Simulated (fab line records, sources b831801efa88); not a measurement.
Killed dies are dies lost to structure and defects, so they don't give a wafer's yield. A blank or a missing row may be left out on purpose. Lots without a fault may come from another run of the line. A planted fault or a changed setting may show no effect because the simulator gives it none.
Which tool did it? | flow sky130 | 12 lots, 36 wafers sampled, at 4 steps of a route of 708

WHAT THE GAUGES READ, wafer by wafer
SKY_VIA2_THK_MEAS_01.
lot  | measured     | on            | VIA2_HDPCVD_THK (nm)
L075 | day 36 08:11 | film_metro-03 | 1177 1168 1162
L077 | day 36 09:23 | film_metro-02 | 1184 1155 1178
L078 | day 36 15:28 | film_metro-03 | 1183 1176 1194
L081 | day 37 12:40 | film_metro-03 | 1184 1177 1188
L083 | day 38 05:19 | film_metro-02 | 1183 1172 1182
L085 | day 38 07:11 | film_metro-01 | 1157 1174 1181
L087 | day 39 08:50 | film_metro-03 | 1163 1173 1172
L089 | day 39 18:59 | film_metro-03 | 1168 1173 1168
L091 | day 40 07:41 | film_metro-02 | 1160 1157 1177
L093 | day 41 06:50 | film_metro-03 | 1175 1196 1175
L095 | day 42 06:25 | film_metro-02 | 1170 1182 1172
L097 | day 43 07:00 | film_metro-03 | 1162 1160 1169

WHICH TOOL RAN EACH LOT (tool, then ch and the chambers of the sampled wafers, then the start)
lot  | SKY_NWELL_STRIP_25                   | SKY_METAL2_SPUTTER_04        | SKY_METAL2_ETCH_18
L075 | plasma_asher-01 ch 0,1, day 6 06:30  | pvd_sputter-03, day 35 04:38 | rie_metal-02 ch 1, day 36 07:17
L077 | plasma_asher-04 ch 0,1, day 6 07:48  | pvd_sputter-04, day 35 05:44 | rie_metal-02 ch 0,1, day 36 08:31
L078 | plasma_asher-04 ch 1, day 6 11:03    | pvd_sputter-04, day 35 11:34 | rie_metal-04 ch 1, day 36 14:15
L081 | plasma_asher-01 ch 0,1, day 7 05:38  | pvd_sputter-04, day 36 08:59 | rie_metal-03 ch 0,1, day 37 11:45
L083 | plasma_asher-04 ch 0,1, day 7 13:35  | pvd_sputter-02, day 37 02:09 | rie_metal-03 ch 0,1, day 38 04:24
L085 | plasma_asher-04 ch 0,1, day 7 21:09  | pvd_sputter-04, day 37 04:06 | rie_metal-04 ch 0,1, day 38 06:19
L087 | plasma_asher-03 ch 0,1, day 8 13:14  | pvd_sputter-03, day 38 07:03 | rie_metal-03 ch 0,1, day 39 07:58
L089 | plasma_asher-01 ch 1, day 8 23:36    | pvd_sputter-04, day 38 16:52 | rie_metal-03 ch 0,1, day 39 18:06
L091 | plasma_asher-04 ch 0,1, day 9 15:32  | pvd_sputter-03, day 39 06:34 | rie_metal-03 ch 0,1, day 40 06:46
L093 | plasma_asher-04 ch 0,1, day 10 02:45 | pvd_sputter-04, day 40 01:11 | rie_metal-03 ch 0,1, day 41 01:36
L095 | plasma_asher-03 ch 1, day 11 13:05   | pvd_sputter-04, day 41 06:24 | rie_metal-03 ch 0,1, day 42 05:33
L097 | plasma_asher-04 ch 0,1, day 11 23:45 | pvd_sputter-04, day 42 07:17 | rie_metal-04 ch 0,1, day 43 06:07
- SKY_NWELL_STRIP_25: strips in O2/N2.
- SKY_METAL2_SPUTTER_04: material TiN, target thk 70 nm, time 58.3 s.
- SKY_METAL2_ETCH_18: etches BARC in N2/H2, stops on SiO2, time 45.9 s, target depth 60 nm.

THE ANSWER, worked out from the rows above alone
Rule: what is usual is taken from the lots themselves. Put in order of their means at a reading, lots are off if they are a third of the lots or fewer, leave a main group of 4 or more, and stand apart from it by a gap of 3 or more times the standard deviation of the main group's means; of several such gaps the widest counts. A main group whose means are all the same, to the digits that the tables above print for the reading, isn't used. A lot without any number at a reading at which 4 lots or more have one is off too. The other lots that the step has rows for count as sound.
No lot is off at any reading shown: from this, nothing can be told.

WHAT THE SIMULATOR HAD PUT IN
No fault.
